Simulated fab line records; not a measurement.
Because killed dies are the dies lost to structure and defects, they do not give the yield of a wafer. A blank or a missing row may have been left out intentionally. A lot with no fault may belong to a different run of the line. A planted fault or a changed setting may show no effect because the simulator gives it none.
The tool behind it: which one?    flow gf180mcu    13 lots, 39 wafers sampled, at 5 steps of a route of 602

== WHAT EACH GAUGE READ, for each wafer ==
GF_VT_IMPLANT_RS_MEAS_46: a four-point-probe measurement. Usual: MVSD_RS typically reads 457.0 ohm/sq, with standard deviation 1.2.
lot   measured      on             MVSD_RS (ohm/sq)   flag
L450  day 7 21:59   film metro-04  456.4 458.1 457.7  
L453  day 8 17:44   film metro-03  457.6 457.0 458.1  
L454  day 9 01:54   film metro-03  457.9 457.0 456.3  
L455  day 9 04:29   film metro-02  455.2 454.2 454.7  
L456  day 9 09:56   film metro-02  455.2 456.1 455.2  
L457  day 9 18:52   film metro-02  456.1 456.1 456.2  
L459  day 10 07:41  film metro-02  457.4 456.3 457.1  
L460  day 10 15:41  film metro-02  457.5 456.6 457.2  
L462  day 11 02:17  film metro-02  456.9 457.2 456.9  
L461  day 11 03:24  film metro-03  457.7 458.4 457.0  
L463  day 11 10:37  film metro-03  455.7 456.2 455.9  
L464  day 11 17:05  film metro-02  456.2 457.8 456.8  
L467  day 12 12:55  film metro-04  458.0 459.9 459.0  

GF_HV_LDD_CD_MEAS_19 targets a cd of 400 nm. Usual: cd nm at 400.7 nm, with a standard deviation of 2.7.
lot   measured      on         cd nm (nm)         flag
L450  day 11 02:59  cd sem-01  401.8 400.5 401.5  
L453  day 12 06:14  cd sem-02  402.2 400.3 401.0  
L454  day 12 11:59  cd sem-02  396.5 397.7 399.1  
L455  day 12 11:56  cd sem-01  403.0 405.4 401.7  
L456  day 12 20:33  cd sem-02  401.0 400.4 400.3  
L457  day 13 08:56  cd sem-01  403.2 403.2 399.9  
L459  day 13 23:02  cd sem-02  400.0 397.4 398.8  
L460  day 14 08:32  cd sem-01  399.4 400.4 399.8  
L462  day 14 17:53  cd sem-02  400.2 399.3 398.2  
L461  day 14 23:08  cd sem-02  400.1 399.6 401.4  
L463  day 15 02:27  cd sem-02  397.9 394.6 396.6  
L464  day 15 12:05  cd sem-01  402.5 404.3 403.6  
L467  day 16 07:31  cd sem-02  396.3 395.9 396.1  

GF_HV_LDD_TW_MEAS_23. Usual: HV_LDD_2_TW typically reads 1061, with standard deviation 19.
lot   measured      on             HV_LDD_2_TW     flag
L450  day 11 03:22  film metro-04  1068 1073 1071  
L453  day 12 06:39  film metro-04  1075 1063 1072  
L454  day 12 12:23  film metro-04  1069 1072 1076  
L455  day 12 12:20  film metro-02  1084 1082 1090  
L456  day 12 20:57  film metro-03  1038 1033 1034  
L457  day 13 09:20  film metro-04  1073 1071 1075  
L459  day 13 23:26  film metro-02  1077 1085 1082  
L460  day 14 08:56  film metro-03  1037 1041 1044  
L462  day 14 18:18  film metro-04  1070 1063 1076  
L461  day 14 23:32  film metro-04  1070 1066 1064  
L463  day 15 02:51  film metro-03  914 915 920     OFF
L464  day 15 12:29  film metro-03  1038 1032 1034  
L467  day 16 07:54  film metro-03  917 921 919     OFF

== EACH LOT AND THE TOOL THAT RAN IT (in order: tool; ch and the chambers of the sampled wafers; start) ==
lot   GF_VT_IMPLANT_STRIP_42                GF_HV_LDD_IMPLANT_21
L450  plasma asher-04 ch 0,1, day 7 21:41   implanter-02 ch 0, day 11 03:09
L453  plasma asher-03 ch 0,1, day 8 17:25   implanter-03 ch 0, day 12 06:24
L454  plasma asher-03 ch 0,1, day 9 01:35   implanter-03 ch 0, day 12 12:08
L455  plasma asher-01 ch 0,1, day 9 04:10   implanter-02 ch 0, day 12 12:05
L456  plasma asher-01 ch 0,1, day 9 09:35   implanter-03 ch 0, day 12 20:43
L457  plasma asher-01 ch 0,1, day 9 18:32   implanter-02 ch 0, day 13 09:05
L459  plasma asher-04 ch 0, day 10 07:22    implanter-04 ch 0, day 13 23:11
L460  plasma asher-01 ch 0,1, day 10 15:22  implanter-03 ch 0, day 14 08:41
L462  plasma asher-01 ch 0,1, day 11 01:58  implanter-04 ch 0, day 14 18:03
L461  plasma asher-01 ch 0,1, day 11 03:05  implanter-04 ch 0, day 14 23:17
L463  plasma asher-03 ch 0,1, day 11 10:17  implanter-04 ch 0, day 15 02:37
L464  plasma asher-04 ch 0,1, day 11 16:46  implanter-03 ch 0, day 15 12:14
L467  plasma asher-04 ch 0,1, day 12 12:35  implanter-04 ch 0, day 16 07:40
- GF_VT_IMPLANT_STRIP_42: strips in O2/N2.
- GF_HV_LDD_IMPLANT_21

== WHAT THE TOOLS THEMSELVES READ (means of the sampled wafers that have a number; where no wafer has one, the mark that the record gives instead) ==
GF_VT_IMPLANT_STRIP_42. Usual: drypump motor current A 5.6 A, standard deviation 0.4; heater power w 358 W, standard deviation 32; o2 flow sccm 3002 sccm, standard deviation 10; oes product au 0.716 a.u., standard deviation 0.0048; strip time to endpoint s 12.61 s, standard deviation 0.031.
lot   tool             drypump motor current A (A)  heater power w (W)  o2 flow sccm (sccm)  oes product au (a.u.)  strip time to endpoint s (s)  flag
L450  plasma asher-04  5.2                          351                 3005                 0.712                  12.58                         
L453  plasma asher-03  6.1                          362                 3002                 0.716                  12.63                         
L454  plasma asher-03  6.0                          388                 2991                 0.714                  12.59                         
L455  plasma asher-01  5.7                          337                 3001                 0.715                  12.63                         
L456  plasma asher-01  5.7                          339                 3010                 0.715                  12.60                         
L457  plasma asher-01  5.7                          332                 3005                 0.720                  12.61                         
L459  plasma asher-04  4.9                          344                 3008                 0.717                  12.61                         
L460  plasma asher-01  5.7                          363                 3002                 0.716                  12.61                         
L462  plasma asher-01  5.7                          362                 2991                 0.720                  12.70                         
L461  plasma asher-01  5.7                          363                 3017                 0.717                  12.64                         
L463  plasma asher-03  6.1                          362                 3002                 0.715                  12.61                         
L464  plasma asher-04  5.5                          359                 3011                 0.714                  12.59                         
L467  plasma asher-04  5.2                          351                 2994                 0.712                  12.60                         

GF_HV_LDD_IMPLANT_21. Usual: beam energy keV 25.000, standard deviation 0.0079; faraday current uA 282, standard deviation 6.4.
lot   tool          beam energy keV  faraday current uA  flag
L450  implanter-02  25.001           281                 
L453  implanter-03  25.010           286                 
L454  implanter-03  25.013           282                 
L455  implanter-02  24.989           281                 
L456  implanter-03  25.005           280                 
L457  implanter-02  25.004           278                 
L459  implanter-04  24.993           277                 
L460  implanter-03  24.998           283                 
L462  implanter-04  25.003           286                 
L461  implanter-04  25.002           288                 
L463  implanter-04  16.112           286                 OFF
L464  implanter-03  25.010           286                 
L467  implanter-04  16.105           281                 OFF

== THE ANSWER, worked out from the rows above alone ==
Rule: a lot counts as off when the mean over its wafers that have a number is more than 3 standard deviations away from the usual mean. Also off: a lot with no number at a reading for which 4 or more lots have one. Where the step has rows for the other lots, those lots are counted as sound. First the gauges in route order, then the tools' own readings, where a lot's mean is used as printed above. The first step at which some lot is off is used, and at that step the reading that is off furthest; a lot without a number counts as furthest.
Off: at GF_HV_LDD_TW_MEAS_23 (HV_LDD_2_TW), L463, L467.
If a tool, at a process step before that reading, ran all the lots that are off and no sound lot after the first of them, it fits. The gauges at GF_HV_LDD_TW_MEAS_23 aren't tried: what is off there is off at GF_HV_LDD_IMPLANT_21 too, on other tools, and a gauge's error can't cause that. One candidate fits, namely implanter-04 at GF_HV_LDD_IMPLANT_21. Its last sound lot is L461 (day 14 23:17), its first lot that is off L463 (day 15 02:37): a fault that began between those two fits.
On the lots that are off, the tool's own readings at GF_HV_LDD_IMPLANT_21 differ by more than 5 times the standard deviation of the sound lots' means, which bears it out; beam energy keV reads 16.108 there versus 25.003 on the sound lots.

== WHAT THE SIMULATOR HAD PUT IN ==
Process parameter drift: implanter-04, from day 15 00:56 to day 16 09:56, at GF_HV_LDD_IMPLANT_21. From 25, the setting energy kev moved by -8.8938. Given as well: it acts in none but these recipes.
Shown lots that were struck: L463, L467. The rule given above showed the same thing.
